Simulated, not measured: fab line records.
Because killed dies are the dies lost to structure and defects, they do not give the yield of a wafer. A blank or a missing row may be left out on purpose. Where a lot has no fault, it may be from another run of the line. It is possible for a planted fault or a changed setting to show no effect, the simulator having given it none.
What tool caused it? | flow sky130 | 24 lots, 72 wafers sampled, at 6 steps of a route of 708

## WHAT THE GAUGES READ, wafer by wafer
SKY_POLY_GATE_CD_MEAS_13: the cd target is 150 nm.
lot  | measured     | on       | cdNm (nm)
L074 | day 16 19:07 | cdSem-01 | 151.5 149.9 151.6
L075 | day 17 00:59 | cdSem-02 | 150.2 150.8 148.7
L076 | day 17 12:27 | cdSem-01 | 150.6 150.5 149.3
L077 | day 17 17:36 | cdSem-02 | 150.5 148.9 149.9
L078 | day 18 07:49 | cdSem-01 | 150.7 150.3 150.4
L079 | day 18 15:51 | cdSem-02 | 149.9 150.4 150.6
L080 | day 18 23:46 | cdSem-01 | 148.9 148.8 148.1
L081 | day 19 19:59 | cdSem-01 | 149.0 149.2 148.9
L082 | day 20 17:50 | cdSem-02 | 150.7 151.2 150.9
L083 | day 20 21:45 | cdSem-01 | 149.3 149.5 149.5
L084 | day 21 02:55 | cdSem-01 | 146.8 147.0 147.6
L086 | day 21 10:24 | cdSem-02 | 151.7 151.4 151.1
L085 | day 21 11:33 | cdSem-02 | 148.6 149.8 148.0
L087 | day 21 16:56 | cdSem-02 | 151.4 149.5 150.4
L088 | day 22 04:43 | cdSem-02 | 148.0 148.4 148.3
L089 | day 22 08:15 | cdSem-02 | 148.6 147.1 148.2
L090 | day 22 19:29 | cdSem-01 | 147.9 148.8 149.6
L091 | day 23 01:51 | cdSem-01 | 150.4 150.8 148.2
L092 | day 23 10:28 | cdSem-01 | 150.9 151.2 153.0
L093 | day 23 12:53 | cdSem-01 | 147.6 147.6 149.4
L094 | day 24 03:53 | cdSem-02 | 149.5 148.8 149.5
L095 | day 24 13:08 | cdSem-02 | 152.0 151.8 151.8
L096 | day 24 17:07 | cdSem-02 | 150.2 150.7 150.9
L097 | day 25 03:02 | cdSem-02 | 149.8 149.8 150.3

SKY_VIA2_CD_MEAS_12: the cd target is 200 nm.
lot  | measured     | on       | cdNm (nm)
L074 | day 36 23:03 | cdSem-01 | 198.4 199.4 199.4
L075 | day 37 06:05 | cdSem-02 | 199.5 200.8 200.5
L076 | day 37 13:25 | cdSem-02 | 201.6 201.9 201.4
L077 | day 37 17:24 | cdSem-02 | 199.4 199.2 199.6
L078 | day 38 05:07 | cdSem-02 | 198.3 197.4 198.1
L079 | day 38 11:46 | cdSem-01 | 201.7 199.5 200.1
L080 | day 38 20:19 | cdSem-01 | 201.4 200.9 201.4
L081 | day 39 11:27 | cdSem-02 | 199.7 199.4 198.5
L082 | day 40 07:27 | cdSem-02 | 202.4 201.5 201.8
L083 | day 40 08:59 | cdSem-01 | 202.6 202.5 202.4
L084 | day 40 12:22 | cdSem-01 | 201.5 200.9 200.8
L086 | day 40 19:23 | cdSem-02 | 199.6 200.8 200.6
L085 | day 40 19:00 | cdSem-02 | 200.9 201.0 199.8
L087 | day 40 20:22 | cdSem-02 | 198.6 196.9 199.9
L088 | day 41 08:19 | cdSem-01 | 200.7 199.6 200.4
L089 | day 41 13:12 | cdSem-02 | 199.3 199.1 200.4
L090 | day 41 17:55 | cdSem-01 | 201.5 202.0 201.2
L091 | day 42 00:18 | cdSem-02 | 199.0 199.1 199.1
L092 | day 42 14:01 | cdSem-02 | 199.2 198.8 198.7
L093 | day 42 06:35 | cdSem-02 | 203.1 202.0 203.0
L094 | day 42 21:23 | cdSem-01 | 201.5 202.7 201.9
L095 | day 43 03:26 | cdSem-01 | 202.4 201.7 201.9
L096 | day 43 06:25 | cdSem-01 | 200.5 199.6 199.0
L097 | day 43 12:03 | cdSem-02 | 200.9 199.7 198.2

SKY_PASSIVATION_THK_MEAS_01.
lot  | measured     | on           | PASSIVATION_CVD_00_THK (nm)
L074 | day 44 12:29 | filmMetro-04 | 91.1 91.6 92.1
L075 | day 44 19:05 | filmMetro-02 | 88.4 90.8 90.1
L076 | day 45 01:12 | filmMetro-04 | 88.9 89.8 90.4
L077 | day 45 05:48 | filmMetro-02 | 89.7 91.0 91.1
L078 | day 45 14:26 | filmMetro-04 | 88.4 88.0 88.3
L079 | day 45 18:48 | filmMetro-01 | 88.6 91.9 89.2
L080 | day 46 05:44 | filmMetro-01 | 91.2 91.4 90.5
L081 | day 46 17:37 | filmMetro-02 | 89.0 90.9 91.2
L082 | day 47 09:08 | filmMetro-01 | 89.7 90.2 91.8
L083 | day 47 09:49 | filmMetro-02 | 89.8 91.9 90.2
L084 | day 47 13:46 | filmMetro-04 | 89.1 89.5 91.3
L086 | day 47 19:53 | filmMetro-02 | 91.0 90.1 91.9
L085 | day 47 19:05 | filmMetro-02 | 90.9 91.6 90.4
L087 | day 47 20:37 | filmMetro-01 | 91.7 90.4 91.7
L088 | day 48 06:21 | filmMetro-02 | 90.2 91.7 91.2
L089 | day 48 09:52 | filmMetro-02 | 88.2 90.4 90.6
L090 | day 48 13:25 | filmMetro-01 | 90.0 89.3 90.5
L091 | day 48 19:11 | filmMetro-01 | 87.7 89.2 90.6
L092 | day 49 05:59 | filmMetro-02 | 89.4 90.7 91.5
L093 | day 48 23:26 | filmMetro-02 | 90.0 88.6 90.5
L094 | day 49 11:44 | filmMetro-01 | 87.6 87.8 89.9
L095 | day 49 17:55 | filmMetro-04 | 89.3 89.2 91.5
L096 | day 49 18:10 | filmMetro-01 | 90.0 88.9 90.8
L097 | day 49 22:40 | filmMetro-04 | 89.0 89.7 90.7

## WHAT TOOL EACH LOT RAN ON (gives the tool, then ch and the chambers of the sampled wafers, and finally the start)
lot  | SKY_METAL2_METAL_ETCH_19         | SKY_METAL2_STRIP_20                 | SKY_METAL3_SPUTTER_02
L074 | rieMetal-03 ch 0,1, day 35 19:31 | plasmaAsher-04 ch 0,1, day 35 19:37 | pvdSputter-01, day 37 00:45
L075 | rieMetal-02 ch 0,1, day 36 02:09 | plasmaAsher-02 ch 0,1, day 36 02:14 | pvdSputter-04, day 37 07:40
L076 | rieMetal-03 ch 0,1, day 36 09:34 | plasmaAsher-02 ch 0,1, day 36 09:40 | pvdSputter-01, day 37 14:58
L077 | rieMetal-02 ch 0,1, day 36 14:23 | plasmaAsher-02 ch 0, day 36 14:30   | pvdSputter-03, day 37 18:58
L078 | rieMetal-02 ch 0,1, day 37 02:16 | plasmaAsher-02 ch 0,1, day 37 02:22 | pvdSputter-03, day 38 06:42
L079 | rieMetal-01 ch 1, day 37 08:10   | plasmaAsher-02 ch 0,1, day 37 08:19 | pvdSputter-01, day 38 13:20
L080 | rieMetal-02 ch 0, day 37 17:15   | plasmaAsher-04 ch 0,1, day 37 17:25 | pvdSputter-03, day 38 21:51
L081 | rieMetal-01 ch 1, day 38 08:39   | plasmaAsher-01 ch 0,1, day 38 08:48 | pvdSputter-03, day 39 13:00
L082 | rieMetal-03 ch 0,1, day 39 04:55 | plasmaAsher-04 ch 0,1, day 39 05:01 | pvdSputter-01, day 40 09:11
L083 | rieMetal-03 ch 0,1, day 39 06:16 | plasmaAsher-04 ch 0, day 39 06:22   | pvdSputter-04, day 40 10:34
L084 | rieMetal-01 ch 0,1, day 39 09:39 | plasmaAsher-01 ch 0,1, day 39 09:44 | pvdSputter-04, day 40 13:59
L086 | rieMetal-01 ch 0,1, day 39 16:45 | plasmaAsher-04 ch 0,1, day 39 16:50 | pvdSputter-03, day 40 20:58
L085 | rieMetal-03 ch 0,1, day 39 16:21 | plasmaAsher-02 ch 0,1, day 39 16:26 | pvdSputter-04, day 40 20:34
L087 | rieMetal-02 ch 0,1, day 39 18:33 | plasmaAsher-02 ch 0,1, day 39 18:39 | pvdSputter-01, day 40 21:52
L088 | rieMetal-03 ch 0,1, day 40 07:03 | plasmaAsher-04 ch 0,1, day 40 07:09 | pvdSputter-01, day 41 09:52
L089 | rieMetal-02 ch 0,1, day 40 11:39 | plasmaAsher-01 ch 0,1, day 40 11:44 | pvdSputter-04, day 41 14:47
L090 | rieMetal-03 ch 1, day 40 16:45   | plasmaAsher-01 ch 0,1, day 40 16:50 | pvdSputter-03, day 41 19:29
L091 | rieMetal-02 ch 0,1, day 40 22:58 | plasmaAsher-04 ch 0,1, day 40 23:04 | pvdSputter-04, day 42 01:59
L092 | rieMetal-01 ch 0,1, day 41 13:08 | plasmaAsher-01 ch 0,1, day 41 13:13 | pvdSputter-03, day 42 15:34
L093 | rieMetal-02 ch 0, day 41 05:30   | plasmaAsher-01 ch 0, day 41 05:35   | pvdSputter-01, day 42 08:10
L094 | rieMetal-02 ch 0,1, day 41 19:41 | plasmaAsher-02 ch 0,1, day 41 19:46 | pvdSputter-01, day 42 23:32
L095 | rieMetal-01 ch 0,1, day 42 01:33 | plasmaAsher-04 ch 0,1, day 42 01:38 | pvdSputter-04, day 43 05:09
L096 | rieMetal-02 ch 0,1, day 42 05:53 | plasmaAsher-02 ch 0,1, day 42 05:58 | pvdSputter-03, day 43 08:10
L097 | rieMetal-02 ch 0,1, day 42 11:21 | plasmaAsher-04 ch 0,1, day 42 11:26 | pvdSputter-01, day 43 13:43
- SKY_METAL2_METAL_ETCH_19: etches the open film in Cl2/BCl3, stops on SiO2, target depth 360 nm, time 78 s.
- SKY_METAL2_STRIP_20: strips in O2/N2.
- SKY_METAL3_SPUTTER_02: material AlCu, target thk 735 nm, time 39.1 s.

## AS READ BY THE TOOLS THEMSELVES (means over the sampled wafers that have a number; for cases with no such wafer, the mark the record gives instead)
SKY_METAL2_METAL_ETCH_19.
lot  | tool        | chamberPressureMTorr (mTorr) | drypumpMotorCurrentA (A) | oesProductAu (a.u.) | throttleValvePct (%)
L074 | rieMetal-03 | 9.995                        | 5.9                      | 0.850               | 22.259
L075 | rieMetal-02 | 10.007                       | 6.1                      | 0.859               | 22.261
L076 | rieMetal-03 | 10.000                       | 5.9                      | 0.853               | 22.258
L077 | rieMetal-02 | 10.009                       | 6.2                      | 0.861               | 22.273
L078 | rieMetal-02 | 10.001                       | 6.1                      | 0.856               | 22.254
L079 | rieMetal-01 | 9.994                        | 5.1                      | 0.857               | 22.259
L080 | rieMetal-02 | 10.007                       | 6.0                      | 0.855               | 22.273
L081 | rieMetal-01 | 10.005                       | 5.1                      | 0.850               | 22.272
L082 | rieMetal-03 | 9.996                        | 5.7                      | 0.857               | 22.265
L083 | rieMetal-03 | 9.988                        | 5.7                      | 0.852               | 22.263
L084 | rieMetal-01 | 10.007                       | 5.4                      | 0.855               | 22.255
L086 | rieMetal-01 | 10.002                       | 5.3                      | 0.856               | 22.266
L085 | rieMetal-03 | 9.994                        | 5.7                      | 0.846               | 22.269
L087 | rieMetal-02 | 10.005                       | 6.1                      | 0.853               | 22.272
L088 | rieMetal-03 | 9.995                        | 5.9                      | 0.853               | 22.263
L089 | rieMetal-02 | 10.007                       | 6.1                      | 0.856               | 22.271
L090 | rieMetal-03 | 10.004                       | 6.0                      | 0.856               | 22.267
L091 | rieMetal-02 | 9.997                        | 6.2                      | 0.853               | 22.255
L092 | rieMetal-01 | 9.994                        | 5.3                      | 0.856               | 22.258
L093 | rieMetal-02 | 10.003                       | 6.0                      | 0.857               | 22.261
L094 | rieMetal-02 | 10.003                       | 6.1                      | 0.858               | 22.260
L095 | rieMetal-01 | 10.009                       | 5.3                      | 0.860               | 22.264
L096 | rieMetal-02 | 10.004                       | 6.1                      | 0.846               | 22.269
L097 | rieMetal-02 | 10.000                       | 6.2                      | 0.855               | 22.273

SKY_METAL2_STRIP_20.
lot  | tool           | chamberPressureMTorr (mTorr) | drypumpMotorCurrentA (A) | oesProductAu (a.u.) | stripTimeToEndpointS (s)
L074 | plasmaAsher-04 | 1498.9                       | 6.3                      | 0.344               | 2.68
L075 | plasmaAsher-02 | 1500.9                       | 5.6                      | 0.339               | 2.69
L076 | plasmaAsher-02 | 1499.7                       | 5.6                      | 0.344               | 2.70
L077 | plasmaAsher-02 | 1499.2                       | 5.1                      | 0.338               | 2.69
L078 | plasmaAsher-02 | 1500.2                       | 5.6                      | 0.338               | 2.63
L079 | plasmaAsher-02 | 1500.6                       | 6.1                      | 0.340               | 2.64
L080 | plasmaAsher-04 | 1499.9                       | 6.3                      | 0.344               | 2.66
L081 | plasmaAsher-01 | 1501.6                       | 6.2                      | 0.338               | 2.67
L082 | plasmaAsher-04 | 1500.2                       | 6.2                      | 0.345               | 2.70
L083 | plasmaAsher-04 | 1500.2                       | 6.5                      | 0.342               | 2.69
L084 | plasmaAsher-01 | 1498.7                       | 5.9                      | 0.343               | 2.73
L086 | plasmaAsher-04 | 1501.0                       | 6.2                      | 0.345               | 2.73
L085 | plasmaAsher-02 | 1499.3                       | 5.6                      | 0.345               | 2.73
L087 | plasmaAsher-02 | 1500.9                       | 5.6                      | 0.339               | 2.69
L088 | plasmaAsher-04 | 1500.3                       | 6.2                      | 0.342               | 2.70
L089 | plasmaAsher-01 | 1500.8                       | 6.2                      | 0.346               | 2.69
L090 | plasmaAsher-01 | 1501.4                       | 6.0                      | 0.343               | 2.70
L091 | plasmaAsher-04 | 1500.3                       | 6.2                      | 0.340               | 2.69
L092 | plasmaAsher-01 | 1498.7                       | 6.2                      | 0.344               | 2.72
L093 | plasmaAsher-01 | 1500.8                       | 6.5                      | 0.337               | 2.63
L094 | plasmaAsher-02 | 1500.3                       | 6.1                      | 0.340               | 2.64
L095 | plasmaAsher-04 | 1499.9                       | 6.4                      | 0.342               | 2.71
L096 | plasmaAsher-02 | 1499.7                       | 5.6                      | 0.341               | 2.69
L097 | plasmaAsher-04 | 1499.3                       | 6.2                      | 0.338               | 2.66

SKY_METAL3_SPUTTER_02.
lot  | tool          | throttleValvePct (%)
L074 | pvdSputter-01 | 30.1
L075 | pvdSputter-04 | 29.7
L076 | pvdSputter-01 | 29.7
L077 | pvdSputter-03 | 30.5
L078 | pvdSputter-03 | 30.7
L079 | pvdSputter-01 | 30.4
L080 | pvdSputter-03 | 30.1
L081 | pvdSputter-03 | 29.9
L082 | pvdSputter-01 | 29.9
L083 | pvdSputter-04 | 30.4
L084 | pvdSputter-04 | 30.4
L086 | pvdSputter-03 | 30.0
L085 | pvdSputter-04 | 30.1
L087 | pvdSputter-01 | 29.9
L088 | pvdSputter-01 | 30.2
L089 | pvdSputter-04 | 30.5
L090 | pvdSputter-03 | 30.6
L091 | pvdSputter-04 | 30.0
L092 | pvdSputter-03 | 30.1
L093 | pvdSputter-01 | 30.3
L094 | pvdSputter-01 | 29.8
L095 | pvdSputter-04 | 29.3
L096 | pvdSputter-03 | 30.6
L097 | pvdSputter-01 | 30.3

## THE ANSWER, worked out from the rows above alone
Rule: the lots themselves supply what counts as usual. Put in order of their means at a reading, lots are off if they are a third of the lots or fewer, leave a main group of 4 or more, and stand apart from it by a gap of 3 or more times the standard deviation of the main group's means; of several such gaps the widest counts. A main group is skipped when, at the precision printed for the reading in the tables above, its means are all equal. A lot without any number at a reading at which 4 lots or more have one is off too. Where the step has rows for the other lots, those lots are counted as sound. After the gauges, taken in route order, come the tools' own readings; for these a lot's mean is taken, as printed above. At the first step where some lot is off, the reading lying furthest off is the one used; lots without a number count as furthest.
None of the lots is off at any reading shown; this tells nothing.

## WHAT THE SIMULATOR HAD INSERTED
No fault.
